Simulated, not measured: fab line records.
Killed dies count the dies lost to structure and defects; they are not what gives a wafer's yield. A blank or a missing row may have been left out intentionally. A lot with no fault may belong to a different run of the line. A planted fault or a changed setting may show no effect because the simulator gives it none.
A struck lot beside a sound one ; flow sky130 ; 14 out of 708 route steps
Sound: the wafers L646.4, L646.5, L646.6. Wafers L649.2, L649.3, L649.5 were the ones struck. At the end, the cause is stated.
Order at every step that has rows: each side's tool, ch and its chambers, its first start. Under that, the readings that differ: sound wafers ; struck wafers ; difference of the means ; sigmas: that difference in standard deviations of wafers without a fault.
alike: same words and numbers on both sides, and readings whose means sit less than 2 such deviations apart. not compared: any withheld reading, any reading some wafer has no value for, any bound like >300 that may hide the same value, and any number with overlapping values for which the record gives no deviation.
A row with sigmas, a row that says differs or no value, or rows on one side alone: a step with any of these is where the two part. Numbers that don't overlap but have no deviation are shown without sigmas and don't part them. Lack of a reading on every wafer of one side parts them only where that side has two or more wafers.

SKY_VIA2_OVL_MEAS_13:
  sound: overlay-02 at day 37 17:45; struck: overlay-01 at day 39 10:23
  alike: VIA2_OVL
SKY_VIA2_ETCH_14: etches BARC in N2/H2, stops on SiO2, time 45.9 s, target depth 60 nm.
  sound on rie_diel-04 ch 0,1,2, day 37 17:47; struck on rie_diel-03 ch 1,2, day 39 10:25
  alike: drypump_motor_current_A, oes_product_au, throttle_valve_pct
  not compared: rf_hours_counter_h
SKY_VIA2_ETCH_15: etches SiO2 in C4F8/O2/Ar, stops on TiN, target depth 546 nm, time 84 s.
  sound on rie_diel-04 ch 0,1,2, day 37 17:50; struck on rie_diel-03 ch 1,2, day 39 10:28
  alike: oes_product_au
  not compared: rf_hours_counter_h
SKY_VIA2_STRIP_16: strips in O2/N2.
  sound on plasma_asher-04 ch 0,1, day 37 17:55; struck on plasma_asher-02 ch 1, day 39 10:31
  alike: drypump_motor_current_A, o2_flow_sccm, oes_product_au, strip_time_to_endpoint_s
  not compared: rf_hours_counter_h
then, 3 steps without rows for these wafers: SKY_VIA2_STRIP_17 (strips in post etch residue remover, time 1200 s); SKY_VIA2_CLEAN_18 (cleans in IPA, time 180 s); SKY_VIA2_CLEAN_19 (cleans in O3/DIW).
SKY_VIA2_SPUTTER_20: material TiN, target thk 20 nm, time 80 s.
  sound: pvd_sputter-01 at day 37 18:28; struck: pvd_sputter-01 at day 39 11:10
  alike: cathode_dc_power_W, chamber_pressure_pa, throttle_valve_pct
then, 1 step without rows for these wafers: SKY_VIA2_CVD_21 (deposits W, target thk 420 nm, time 126.4 s).
SKY_VIA2_RS_MEAS_22: measures by four-point-probe.
  sound: film_metro-03 at day 37 18:43; struck: film_metro-01 at day 39 11:23
  alike: VIA2_W_RS
SKY_VIA2_THK_MEAS_23: measures by xrf.
  sound: film_metro-03 at day 37 18:49; struck: film_metro-01 at day 39 11:30
  alike: VIA2_W_THK
then, 1 step without rows for these wafers: SKY_VIA2_CMP_24 (polishes, stops on SiO2, t overpolish 20 s, target thk 0 nm).
SKY_METAL3_SPUTTER_00: material Ti, target thk 15 nm, time 10 s.
  sound: pvd_sputter-02 at day 37 19:08; struck: pvd_sputter-02 at day 39 11:51
  no value came back on the struck wafers for cathode_dc_power_W (W), chamber_pressure_pa (Pa), throttle_valve_pct (%); on the sound wafers cathode_dc_power_W (W) reads 3000.2 2999.2 2999.6
SKY_METAL3_SPUTTER_01: material TiN, target thk 20 nm, time 16.7 s.
  sound: pvd_sputter-02 at day 37 19:10; struck: pvd_sputter-02 at day 39 11:52
  alike: cathode_dc_power_W, chamber_pressure_pa, throttle_valve_pct

WHERE THEY PART
Within this record, at SKY_METAL3_SPUTTER_00 only. Later steps at which nothing parts them and some readings are alike: SKY_METAL3_SPUTTER_01.

WHY: what had been put in by the simulator
Skipped step whole: pvd_sputter-02, from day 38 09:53 on, at SKY_METAL3_SPUTTER_00. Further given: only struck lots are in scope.
